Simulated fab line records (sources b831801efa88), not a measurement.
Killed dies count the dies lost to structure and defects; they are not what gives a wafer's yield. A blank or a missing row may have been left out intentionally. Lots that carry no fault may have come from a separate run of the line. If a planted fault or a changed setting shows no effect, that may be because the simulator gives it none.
Which tool was responsible? | flow gf180mcu | 42 wafers from 14 lots sampled at 3 of the route's 602 steps

== WHAT EACH GAUGE READ, for each wafer ==
GF_PASSIVATION_THK_MEAS_01.
lot  | measured     | on           | PASSIVATION_CVD_00_THK (nm)
L448 | day 28 05:17 | filmMetro-01 | 996 1009 1006
L449 | day 28 13:11 | filmMetro-03 | 982 967 985
L450 | day 28 23:43 | filmMetro-04 | 988 1006 1002
L453 | day 29 17:13 | filmMetro-04 | 988 990 1007
L452 | day 29 21:20 | filmMetro-03 | 978 1001 1003
L454 | day 30 06:04 | filmMetro-04 | 977 978 1019
L455 | day 30 07:32 | filmMetro-01 | 1010 1013 1004
L460 | day 31 15:35 | filmMetro-04 | 1003 995 999
L461 | day 32 00:14 | filmMetro-01 | 1004 999 1021
L464 | day 32 19:20 | filmMetro-01 | 1000 1018 1008
L466 | day 33 06:58 | filmMetro-03 | 1000 1003 1012
L468 | day 33 17:12 | filmMetro-04 | 986 992 999
L469 | day 33 22:32 | filmMetro-04 | 995 993 1001
L471 | day 34 12:56 | filmMetro-04 | 974 987 1017

== TOOL THAT RAN EACH LOT (tool first, then ch and the chambers of the sampled wafers, then the start) ==
lot  | GF_M1_SPUTTER_02            | GF_TOP_METAL_SPUTTER_02
L448 | pvdSputter-02, day 16 03:47 | pvdSputter-01, day 27 08:14
L449 | pvdSputter-03, day 16 14:23 | pvdSputter-01, day 27 15:58
L450 | pvdSputter-03, day 17 01:36 | pvdSputter-04, day 28 03:08
L453 | pvdSputter-03, day 18 00:20 | pvdSputter-01, day 28 21:05
L452 | pvdSputter-02, day 18 01:40 | pvdSputter-02, day 29 01:39
L454 | pvdSputter-04, day 18 14:02 | pvdSputter-04, day 29 09:56
L455 | pvdSputter-03, day 18 18:19 | pvdSputter-04, day 29 12:22
L460 | pvdSputter-03, day 20 12:11 | pvdSputter-02, day 30 20:55
L461 | pvdSputter-03, day 21 02:10 | pvdSputter-04, day 31 06:08
L464 | pvdSputter-04, day 21 23:37 | pvdSputter-01, day 31 23:36
L466 | pvdSputter-02, day 22 20:58 | pvdSputter-01, day 32 13:40
L468 | pvdSputter-04, day 23 11:10 | pvdSputter-02, day 33 00:37
L469 | pvdSputter-02, day 23 15:04 | pvdSputter-02, day 33 05:34
L471 | pvdSputter-03, day 24 13:46 | pvdSputter-04, day 33 20:17
- GF_M1_SPUTTER_02: material AlCu, target thk 450 nm, time 23.9 s.
- GF_TOP_METAL_SPUTTER_02: material AlCu, target thk 900 nm, time 47.82 s.

== WHAT THE TOOLS THEMSELVES READ (means of the sampled wafers that have a number; where no wafer has one, the mark that the record gives instead) ==
GF_M1_SPUTTER_02.
lot  | tool          | throttleValvePct (%)
L448 | pvdSputter-02 | 29.9
L449 | pvdSputter-03 | 30.6
L450 | pvdSputter-03 | 30.4
L453 | pvdSputter-03 | 30.6
L452 | pvdSputter-02 | 30.6
L454 | pvdSputter-04 | 29.9
L455 | pvdSputter-03 | 30.1
L460 | pvdSputter-03 | 30.1
L461 | pvdSputter-03 | 30.5
L464 | pvdSputter-04 | 31.0
L466 | pvdSputter-02 | 30.5
L468 | pvdSputter-04 | 30.1
L469 | pvdSputter-02 | 29.9
L471 | pvdSputter-03 | 30.2

GF_TOP_METAL_SPUTTER_02.
lot  | tool          | throttleValvePct (%)
L448 | pvdSputter-01 | 29.4
L449 | pvdSputter-01 | 29.9
L450 | pvdSputter-04 | 29.8
L453 | pvdSputter-01 | 29.7
L452 | pvdSputter-02 | 29.6
L454 | pvdSputter-04 | 30.0
L455 | pvdSputter-04 | 29.9
L460 | pvdSputter-02 | 29.4
L461 | pvdSputter-04 | 30.7
L464 | pvdSputter-01 | 29.9
L466 | pvdSputter-01 | 29.6
L468 | pvdSputter-02 | 29.4
L469 | pvdSputter-02 | 30.4
L471 | pvdSputter-04 | 29.9

== THE ANSWER, worked out from the rows above alone ==
Rule: the lots themselves supply what counts as usual. The widest of any qualifying gaps counts: lots, ordered by their means at a reading, are off when they make up no more than a third of the lots, leave a main group of 4 or more, and stand apart from it by 3 or more times the standard deviation of that group's means. If all means in a main group match to the digits the tables above print for the reading, that group is not used. A lot without any number at a reading at which 4 lots or more have one is off too. Any other lot the step has rows for is counted as sound. The gauges are gone through in route order, then the tools' own readings, and for those a lot's mean is taken as printed above. The first step at which some lot is off is used, and at that step the reading that is off furthest; a lot without a number counts as furthest.
Across all readings shown, no lot is off: no conclusion can be drawn from this.

== WHAT THE SIMULATOR HAD INSERTED ==
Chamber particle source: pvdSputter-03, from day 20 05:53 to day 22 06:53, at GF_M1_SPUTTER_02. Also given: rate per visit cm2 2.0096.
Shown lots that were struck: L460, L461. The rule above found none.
